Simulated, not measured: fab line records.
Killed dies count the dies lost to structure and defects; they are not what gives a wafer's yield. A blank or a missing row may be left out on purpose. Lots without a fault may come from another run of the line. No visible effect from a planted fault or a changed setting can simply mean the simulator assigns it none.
fab line records ; flow sky130
record: lots: 6; wafers: 18; last_day: 51
route steps=708 shown POLY_GATE@218 PAD_OPEN@708
lots with no fault: from the same line, run without faults
start_h: hours from the record's opening day to when the first of the lot's shown wafers began ; wait_h: how many hours have passed since the lot's step before this one ; " repeats the value in the row above ; L1.1+2: several wafers, shown together as one row ; - no value, or no start was given ; * or withheld: withheld ; < > ~ a bound
route shown NAME@n: names a module that has steps shown in the file, with the first one's number in the route ; usual: mean and standard deviation over wafers with no fault ; same: alike in all rows ; chamber/n: place in a boat ; sites: readings site by site ; _std_site: standard deviation of those values ; _edge_site: mean of outer sites minus mean of inner sites ; radius_mm: for every site, how far away it sits from the centre of the wafer ; mask NAME#n: copy n ; behind: the tool/chamber that last shaped the wafer ; hold: cause of the lot's hold/its duration in hours/its outcome ; device: names the non-switching transistor (n, p or np) ; end of line: at the end of the route, the tests of the same wafers ; for a step that has no rows: nothing shown but its recipe ; killed: at the first sort, the dies lost to defects and structure; wafer yield is something else ; map: shows each die of a wafer: x if killed, . if not, _ if none is there
set.NAME: setting as actually run; set.NAME@STEP: the setting as run at that earlier step ; model.NAME: the simulator's own value behind a step, which no gauge read
lots at selected steps of the route; one table per step, one row per wafer
services: from which hour (start_h, from the record's first day; less than 0 if before it) a tool's chamber was out of use, for how many hours, and why
== steps ==
step: SKY_POLY_GATE_THK_MEAS_04
recipe: reads: Si3N4_of_POLY_GATE_CVD_03
usual: POLY_GATE_CVD_03_THK: 75.2/0.76
lot.wafer;tool;chamber;start_h;wait_h;POLY_GATE_CVD_03_THK[nm]
L360.1;film_metro-04;-;366.77;0.0;74.6
L360.2;film_metro-04;-;366.77;0.0;74.8
L360.3;film_metro-04;-;366.77;0.0;74.6
L361.1;film_metro-04;-;383.32;0.0;74.1
L361.2;film_metro-04;-;383.32;0.0;74.4
L361.5;film_metro-04;-;383.32;0.0;74.6
L367.2;film_metro-01;-;431.67;0.0;76.4
L367.3;film_metro-01;-;431.67;0.0;76.1
L367.4;film_metro-01;-;431.67;0.0;76.0
L368.2;film_metro-04;-;446.73;0.0;75.2
L368.4;film_metro-04;-;446.73;0.0;76.5
L368.6;film_metro-04;-;446.73;0.0;75.1
L375.3;film_metro-04;-;516.03;0.0;75.6
L375.4;film_metro-04;-;516.03;0.0;75.8
L375.6;film_metro-04;-;516.03;0.0;75.7
L378.2;film_metro-04;-;536.33;0.0;75.0
L378.3;film_metro-04;-;536.33;0.0;75.4
L378.6;film_metro-04;-;536.33;0.0;74.5
step: SKY_POLY_GATE_DEHYDRATE_05
recipe: temp_c: 200; time_s: 60
step: SKY_POLY_GATE_HMDS_06
recipe: prime_time_s: 60; prime_temp_c: 120
step: SKY_POLY_GATE_COAT_07
recipe: resist: BARC; temp_c: withheld; time_s: withheld; spin_rpm: 3000; resist_thk_nm: 110
step: SKY_POLY_GATE_COAT_08
recipe: resist: KrF-thick; spin_rpm: 3000; resist_thk_nm: 450
step: SKY_POLY_GATE_SOFTBAKE_09
recipe: temp_c: 100; time_s: 90; resist: KrF-thick
step: SKY_POLY_GATE_EXPOSE_10
recipe: mask_id: P1M; na: 0.68; source_shape: conventional; sigma_outer: 0.6; target_cd_nm: 150; dose_mj: 27.42
step: SKY_POLY_GATE_PEB_11
recipe: peb_temp_c: withheld; peb_time_s: withheld; resist: KrF-thick
step: SKY_POLY_GATE_DEVELOP_12
recipe: develop_time_s: 60; resist: KrF-thick; dev_temp_c: 21
step: SKY_POLY_GATE_CD_MEAS_13
recipe: target_cd_nm: 150
usual: cd_nm: 150.0/1.2
lot.wafer;tool;chamber;start_h;wait_h;cd_nm
L360.1;cd_sem-01;-;396.60;-;148.8
L360.2;cd_sem-01;-;396.60;-;148.3
L360.3;cd_sem-01;-;396.60;-;148.7
L361.1;cd_sem-01;-;414.54;-;150.6
L361.2;cd_sem-01;-;414.54;-;149.0
L361.5;cd_sem-01;-;414.54;-;147.8
L367.2;cd_sem-02;-;464.36;-;150.2
L367.3;cd_sem-02;-;464.36;-;150.6
L367.4;cd_sem-02;-;464.36;-;149.4
L368.2;cd_sem-02;-;479.66;-;149.7
L368.4;cd_sem-02;-;479.66;-;149.5
L368.6;cd_sem-02;-;479.66;-;148.8
L375.3;cd_sem-02;-;548.73;-;149.0
L375.4;cd_sem-02;-;548.73;-;150.4
L375.6;cd_sem-02;-;548.73;-;150.4
L378.2;cd_sem-02;-;569.32;-;149.0
L378.3;cd_sem-02;-;569.32;-;149.2
L378.6;cd_sem-02;-;569.32;-;148.1
step: SKY_POLY_GATE_OVL_MEAS_14
usual: POLY_GATE_OVL: -2/5.6
lot.wafer;tool;chamber;start_h;wait_h;POLY_GATE_OVL[nm]
L360.1;overlay-02;-;396.72;0.1;-3
L360.2;overlay-02;-;396.72;0.1;-5
L360.3;overlay-02;-;396.72;0.1;0
L361.1;overlay-01;-;414.66;0.1;-6
L361.2;overlay-01;-;414.66;0.1;-2
L361.5;overlay-01;-;414.66;0.1;-2
L367.2;overlay-01;-;464.47;0.1;-6
L367.3;overlay-01;-;464.47;0.1;-5
L367.4;overlay-01;-;464.47;0.1;-4
L368.2;overlay-02;-;479.77;0.1;-4
L368.4;overlay-02;-;479.77;0.1;-6
L368.6;overlay-02;-;479.77;0.1;-7
L375.3;overlay-02;-;548.82;0.1;-14
L375.4;overlay-02;-;548.82;0.1;-14
L375.6;overlay-02;-;548.82;0.1;-14
L378.2;overlay-02;-;569.42;0.1;-11
L378.3;overlay-02;-;569.42;0.1;-11
L378.6;overlay-02;-;569.42;0.1;-13
step: SKY_POLY_GATE_ETCH_15
recipe: chemistry: N2/H2; target: BARC; ion_energy_ev: 200; source_w: 500; bias_w: 100; pressure_mtorr: 30; n2_flow_sccm: 100; h2_flow_sccm: 200; stop_on: SiO2; time_s: 118.5; target_depth_a: 1100
usual: drypump_motor_current_A: 5.75/0.3; oes_product_au: 0.716/0.0045; throttle_valve_pct: 13.213/0.0091
lot.wafer;tool;chamber;start_h;wait_h;drypump_motor_current_A;oes_product_au;rf_hours_counter_h;throttle_valve_pct
L360.1;rie_diel-02;1;396.76;0.0;5.37;0.721;5;13.227
L360.2;rie_diel-02;0;396.76;0.0;5.54;0.717;16;13.209
L360.3;rie_diel-02;3;396.76;0.0;5.49;0.716;5;13.217
L361.1;rie_diel-01;1;414.70;0.0;5.89;0.721;90;13.197
L361.2;rie_diel-01;0;414.70;0.0;6.15;0.713;4;13.227
L361.5;rie_diel-01;0;414.70;0.0;6.15;0.715;-;13.223
L367.2;rie_diel-02;1;464.50;0.0;5.43;0.719;7;13.215
L367.3;rie_diel-02;3;464.50;0.0;5.51;0.724;7;13.211
L367.4;rie_diel-02;0;464.50;0.0;5.55;0.722;17;13.213
L368.2;rie_diel-02;1;479.80;0.0;5.41;0.706;7;13.213
L368.4;rie_diel-02;0;479.80;0.0;5.55;0.713;17;13.205
L368.6;rie_diel-02;2;479.80;0.0;6.23;0.718;-;13.227
L375.3;rie_diel-03;1;548.85;0.0;5.98;0.714;7;13.213
L375.4;rie_diel-03;3;548.85;0.0;5.88;0.706;53;13.197
L375.6;rie_diel-03;1;548.85;0.0;5.95;0.709;-;13.217
L378.2;rie_diel-01;3;569.45;0.0;5.07;0.711;14;13.202
L378.3;rie_diel-01;1;569.45;0.0;5.89;0.717;1;13.215
L378.6;rie_diel-01;1;569.45;0.0;5.89;0.722;-;13.213
step: SKY_POLY_GATE_ETCH_16
recipe: stop_on: poly-Si; chemistry: CH3F/O2; target: Si3N4; source_w: 400; bias_w: 80; pressure_mtorr: 25; ch3f_flow_sccm: 40; O2_flow_sccm: 30; time_s: 147.5; target_depth_a: 750
usual: drypump_motor_current_A: 5.75/0.29; oes_product_au: 0.641/0.0051; throttle_valve_pct: 10.534/0.0093
lot.wafer;tool;chamber;start_h;wait_h;drypump_motor_current_A;oes_product_au;rf_hours_counter_h;throttle_valve_pct;model.KrF-thick_of_POLY_GATE_COAT_08.thk_nm
L360.1;rie_diel-02;1;396.84;0.0;5.34;0.638;5;10.532;236.8
L360.2;rie_diel-02;0;396.84;0.0;5.54;0.639;16;10.520;230.6
L360.3;rie_diel-02;3;396.84;0.0;5.46;0.633;5;10.527;234.1
L361.1;rie_diel-01;1;414.78;0.0;5.89;0.638;90;10.543;229.4
L361.2;rie_diel-01;0;414.78;0.0;6.15;0.631;4;10.540;234.7
L361.5;rie_diel-01;0;414.78;0.0;6.15;0.643;-;10.532;232.1
L367.2;rie_diel-02;1;464.58;0.0;5.36;0.640;7;10.537;280.8
L367.3;rie_diel-02;3;464.58;0.0;5.49;0.640;7;10.536;277.9
L367.4;rie_diel-02;0;464.58;0.0;5.53;0.640;17;10.540;231.8
L368.2;rie_diel-02;1;479.88;0.0;5.37;0.643;7;10.516;284
L368.4;rie_diel-02;0;479.88;0.0;5.52;0.646;17;10.544;235.6
L368.6;rie_diel-02;2;479.88;0.0;6.17;0.641;-;10.539;234.7
L375.3;rie_diel-03;1;548.93;0.0;5.99;0.646;7;10.543;234.3
L375.4;rie_diel-03;3;548.93;0.0;5.90;0.648;53;10.525;230.9
L375.6;rie_diel-03;1;548.93;0.0;5.97;0.643;-;10.527;234.2
L378.2;rie_diel-01;3;569.54;0.0;5.07;0.642;14;10.540;233.4
L378.3;rie_diel-01;1;569.54;0.0;5.90;0.647;1;10.525;231.5
L378.6;rie_diel-01;1;569.54;0.0;5.88;0.637;-;10.546;231.6
step: SKY_POLY_GATE_ETCH_17
recipe: target_depth_nm: 180; stop_on: SiO2; over_etch_frac: 0.56667; chemistry: HBr/Cl2; target: poly-Si; icp_w: 400; bias_w: 100; pressure_mtorr: 10; HBr_flow_sccm: 150; Cl2_flow_sccm: 50; time_s: 70.5
usual: drypump_motor_current_A: 5.8/0.31; oes_product_au: 0.982/0.007; throttle_valve_pct: 33.684/0.0081
lot.wafer;tool;chamber;start_h;wait_h;drypump_motor_current_A;oes_product_au;rf_hours_counter_h;throttle_valve_pct;model.KrF-thick_of_POLY_GATE_COAT_08.thk_nm
L360.1;rie_si-01;0;396.94;0.0;6.1;0.989;1;33.678;143.5
L360.2;rie_si-01;2;396.94;0.0;5.6;0.984;68;33.684;136
L360.3;rie_si-01;1;396.94;0.0;5.8;0.973;0;33.676;143.1
L361.1;rie_si-01;0;414.88;0.0;6.0;0.974;1;33.675;136.1
L361.2;rie_si-01;3;414.88;0.0;5.7;0.969;40;33.691;141.8
L361.5;rie_si-01;2;414.88;0.0;5.6;0.985;-;33.677;138.4
L367.2;rie_si-01;1;464.68;0.0;5.8;0.978;1;33.679;187.7
L367.3;rie_si-01;3;464.68;0.0;5.7;0.976;41;33.692;184.6
L367.4;rie_si-01;0;464.68;0.0;6.1;0.981;2;33.679;138.2
L368.2;rie_si-01;0;479.98;0.0;6.1;0.975;2;33.677;191.3
L368.4;rie_si-01;2;479.98;0.0;5.6;0.972;0;33.687;142.2
L368.6;rie_si-01;3;479.98;0.0;5.7;0.971;-;33.674;140.9
L375.3;rie_si-02;0;549.03;0.0;5.6;0.980;5;33.675;140.2
L375.4;rie_si-02;2;549.03;0.0;6.0;0.982;4;33.686;137.6
L375.6;rie_si-02;0;549.03;0.0;5.6;0.983;-;33.680;140.3
L378.2;rie_si-01;1;569.64;0.0;5.8;0.980;1;33.684;139.9
L378.3;rie_si-01;0;569.64;0.0;6.1;0.978;2;33.692;137.5
L378.6;rie_si-01;1;569.64;0.0;5.8;0.973;-;33.684;138.8
step: SKY_POLY_GATE_STRIP_18
recipe: chemistry: O2/N2; power_w: 1400; pressure_mtorr: 1500; platen_temp_c: withheld; o2_flow_sccm: 3000; n2_flow_sccm: 300; overash_fraction: 0.5
usual: drypump_motor_current_A: 5.8/0.51; oes_product_au: 0.361/0.0051; strip_time_to_endpoint_s: 3.18/0.036
lot.wafer;tool;chamber;start_h;wait_h;drypump_motor_current_A;oes_product_au;rf_hours_counter_h;strip_time_to_endpoint_s
L360.1;plasma_asher-04;0;396.99;0.0;6.0;0.367;28;3.19
L360.2;plasma_asher-04;1;396.99;0.0;5.7;0.359;28;3.12
L360.3;plasma_asher-04;1;396.99;0.0;5.7;0.360;-;3.19
L361.1;plasma_asher-04;1;414.94;0.0;5.7;0.366;31;3.12
L361.2;plasma_asher-04;0;414.94;0.0;6.0;0.361;31;3.20
L361.5;plasma_asher-04;0;414.94;0.0;6.0;0.362;-;3.14
L367.2;plasma_asher-02;0;464.74;0.0;5.6;0.386;68;3.70
L367.3;plasma_asher-02;1;464.74;0.0;6.0;0.381;-;3.66
L367.4;plasma_asher-02;0;464.74;0.0;5.6;0.351;-;3.15
L368.2;plasma_asher-04;0;480.04;0.0;6.1;0.388;37;3.72
L368.4;plasma_asher-04;1;480.04;0.0;5.7;0.363;-;3.20
L368.6;plasma_asher-04;0;480.04;0.0;6.0;0.366;-;3.18
L375.3;plasma_asher-04;0;549.12;0.1;6.0;0.357;-;3.17
L375.4;plasma_asher-04;1;549.12;0.1;5.7;0.351;-;3.13
L375.6;plasma_asher-04;1;549.12;0.1;5.7;0.363;-;3.16
L378.2;plasma_asher-04;0;569.69;0.0;6.0;0.359;46;3.16
L378.3;plasma_asher-04;1;569.69;0.0;5.7;0.360;-;3.14
L378.6;plasma_asher-04;0;569.69;0.0;6.0;0.362;-;3.16
step: SKY_POLY_GATE_CLEAN_19
recipe: chemistry: SC1/SC2; mix: 1:4:20; temp_c: 70; time_s: 150; dry: n2_spin
step: SKY_PAD_OPEN_PROBE_99
usual: killed_at_M0_to_M3: 44/7.1; killed_at_M4_up: 3.3/1.9; killed_at_contacts: 24/5.3; killed_at_front_end: 15/4.5; killed_at_other: 0.3/0.55; killed_dies: 86/9.5; killed_open: 46/7.3; killed_short: 39/6.4
same: gross_dies: 492; killed_at_back_side: 0
lot.wafer;tool;chamber;start_h;wait_h;killed_at_M0_to_M3;killed_at_M4_up;killed_at_contacts;killed_at_front_end;killed_at_other;killed_dies;killed_open;killed_short
L360.1;prober-02;-;1134.31;0.1;41;2;19;17;0;79;45;34
L360.2;prober-02;-;1134.36;0.1;45;2;23;19;1;90;53;36
L360.3;prober-02;-;1134.41;0.2;49;3;23;20;1;96;47;47
L361.1;prober-01;-;1144.58;0.1;50;2;37;17;0;106;58;48
L361.2;prober-01;-;1144.63;0.1;37;2;22;12;0;73;39;34
L361.5;prober-01;-;1144.78;0.2;30;3;33;13;0;79;42;37
L367.2;prober-01;-;1176.26;0.1;49;2;19;24;0;94;59;35
L367.3;prober-01;-;1176.31;0.2;32;3;19;19;1;74;46;27
L367.4;prober-01;-;1176.36;0.2;49;5;17;16;0;87;42;45
L368.2;prober-02;-;1178.23;0.1;45;1;19;26;0;91;47;44
L368.4;prober-02;-;1178.33;0.2;46;4;23;20;0;93;45;48
L368.6;prober-02;-;1178.43;0.2;42;3;20;18;1;84;49;35
killed by level:class
L360.1 VIA1:geometric_particle:open=10 VIA2:geometric_particle:open=8 FIELD_ISO:geometric_particle:short=6 FIELD_ISO:geometric_particle:open=6 LI_CONTACT:geometric_particle:open=6 METAL2:geometric_particle:short=5 VIA1:geometric_particle:short=4 CONTACT:geometric_particle:short=4
L360.2 VIA1:geometric_particle:open=13 CONTACT:geometric_particle:open=9 LI_CONTACT:geometric_particle:open=7 CONTACT:geometric_particle:short=6 VIA2:geometric_particle:open=6 VIA3:geometric_particle:open=6 FIELD_ISO:geometric_particle:short=5 METAL3:geometric_particle:short=5
L360.3 VIA1:geometric_particle:open=11 FIELD_ISO:geometric_particle:open=8 VIA1:geometric_particle:short=8 METAL2:geometric_particle:short=8 CONTACT:geometric_particle:open=7 LI_CONTACT:geometric_particle:open=6 CONTACT:geometric_particle:short=6 VIA2:geometric_particle:short=5
L361.1 VIA1:geometric_particle:open=12 CONTACT:geometric_particle:open=10 VIA3:geometric_particle:open=9 LOCAL_INTERCONNECT:geometric_particle:short=9 POLY_GATE:geometric_particle:short=7 LI_CONTACT:geometric_particle:open=7 VIA1:geometric_particle:short=7 VIA2:geometric_particle:open=6
L361.2 VIA1:geometric_particle:open=9 LI_CONTACT:geometric_particle:open=7 CONTACT:geometric_particle:short=7 CONTACT:geometric_particle:open=6 METAL1:geometric_particle:open=6 METAL2:geometric_particle:short=6 VIA2:geometric_particle:open=4 POLY_GATE:geometric_particle:short=3
L361.5 CONTACT:geometric_particle:open=16 LI_CONTACT:geometric_particle:open=7 POLY_GATE:geometric_particle:open=5 LOCAL_INTERCONNECT:geometric_particle:short=5 VIA1:geometric_particle:short=5 VIA3:geometric_particle:open=5 POLY_GATE:geometric_particle:short=4 CONTACT:geometric_particle:short=4
L367.2 VIA1:geometric_particle:open=16 VIA3:geometric_particle:open=13 LI_CONTACT:geometric_particle:open=10 FIELD_ISO:geometric_particle:short=7 VIA2:geometric_particle:open=6 POLY_GATE:geometric_particle:short=5 POLY_GATE:geometric_particle:open=4 VIA1:geometric_particle:short=4
L367.3 VIA1:geometric_particle:open=14 CONTACT:geometric_particle:open=8 POLY_GATE:geometric_particle:short=5 LI_CONTACT:geometric_particle:open=5 POLY_GATE:geometric_particle:open=4 METAL2:geometric_particle:short=4 VIA3:geometric_particle:open=4 FIELD_ISO:geometric_particle:open=3
L367.4 VIA1:geometric_particle:open=12 LI_CONTACT:geometric_particle:open=7 VIA1:geometric_particle:short=7 METAL2:geometric_particle:short=7 VIA3:geometric_particle:open=5 VIA3:geometric_particle:short=5 METAL4:geometric_particle:short=5 POLY_GATE:geometric_particle:open=4
L368.2 VIA1:geometric_particle:short=11 VIA1:geometric_particle:open=10 CONTACT:geometric_particle:short=7 FIELD_ISO:geometric_particle:open=6 LI_CONTACT:geometric_particle:open=6 FIELD_ISO:geometric_particle:short=5 POLY_GATE:geometric_particle:open=5 VIA3:geometric_particle:open=5
L368.4 METAL1:geometric_particle:short=12 VIA1:geometric_particle:short=9 VIA1:geometric_particle:open=9 LI_CONTACT:geometric_particle:open=7 CONTACT:geometric_particle:open=7 POLY_GATE:geometric_particle:short=5 VIA3:geometric_particle:open=5 FIELD_ISO:geometric_particle:short=4
L368.6 VIA1:geometric_particle:open=14 LI_CONTACT:geometric_particle:open=9 METAL1:geometric_particle:short=6 VIA3:geometric_particle:open=6 VIA2:geometric_particle:open=5 POLY_GATE:geometric_particle:short=5 CONTACT:geometric_particle:open=5 LOCAL_INTERCONNECT:geometric_particle:short=4
== services ==
tool;chamber;start_h;hours;kind
rie_diel-01;2;425.27;-;clean
rie_diel-01;2;425.27;31.3;scheduled_down
rie_diel-01;2;425.27;31.3;vent_cycle
rie_si-01;2;443.64;-;clean
rie_si-01;2;443.64;18.2;scheduled_down
rie_si-01;2;443.64;18.2;vent_cycle
rie_diel-02;0;484.83;12.8;repair
rie_diel-02;3;489.32;4.7;repair
rie_diel-01;1;490.17;16.7;repair
rie_diel-03;-;504.18;4.3;pm
rie_diel-01;1;506.84;-;clean
rie_diel-01;1;506.84;23.2;scheduled_down
rie_diel-01;1;506.84;23.2;vent_cycle
rie_diel-02;0;507.93;13.4;repair
rie_diel-03;2;509.12;3.1;repair
rie_diel-03;0;518.78;4.1;repair
rie_diel-01;0;525.45;5.3;repair
rie_si-01;1;558.59;5.7;repair
plasma_asher-04;-;560.97;1.5;repair
rie_si-01;3;564.37;-;clean
rie_si-01;3;564.37;18.5;scheduled_down
rie_si-01;3;564.37;18.5;vent_cycle
rie_diel-03;3;564.55;1.2;repair
rie_si-02;0;567.56;16.7;repair
== key ==
first_sign: step: SKY_POLY_GATE_STRIP_18; reading: strip_time_to_endpoint_s; direction: up; sigmas: 14; usual: *; struck: *
effect: step: SKY_POLY_GATE_STRIP_18; reading: oes_product_au; direction: up; sigmas: 4.7; usual: 0.361; struck: 0.385
model_effect: step: SKY_POLY_GATE_ETCH_16; value: KrF-thick_of_POLY_GATE_COAT_08.thk_nm; without: 235.2; struck: 280.9
model_effect: step: SKY_POLY_GATE_ETCH_17; value: KrF-thick_of_POLY_GATE_COAT_08.thk_nm; without: 142.2; struck: 187.9
met_at SKY_POLY_GATE_ETCH_16
struck_wafers L367.2,L367.3,L368.2
tester_left_out L367,L368
onset_between 396.84 464.58
fault: kind: process_parameter_drift; tool: rie_diel-02; chamber: -; onset_h: 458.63; steps: SKY_POLY_GATE_ETCH_16; channel: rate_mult; offset: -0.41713; shape: step; end_h: 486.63; scope: struck_wafers_only
tester_left_out: of these lots the tester's yield and bins aren't shown, on N5 and GAA mostly nor the transistor test; their killed dies are dies lost to structure and defects alone, not to doping, threshold or leakage, so they don't give the yield
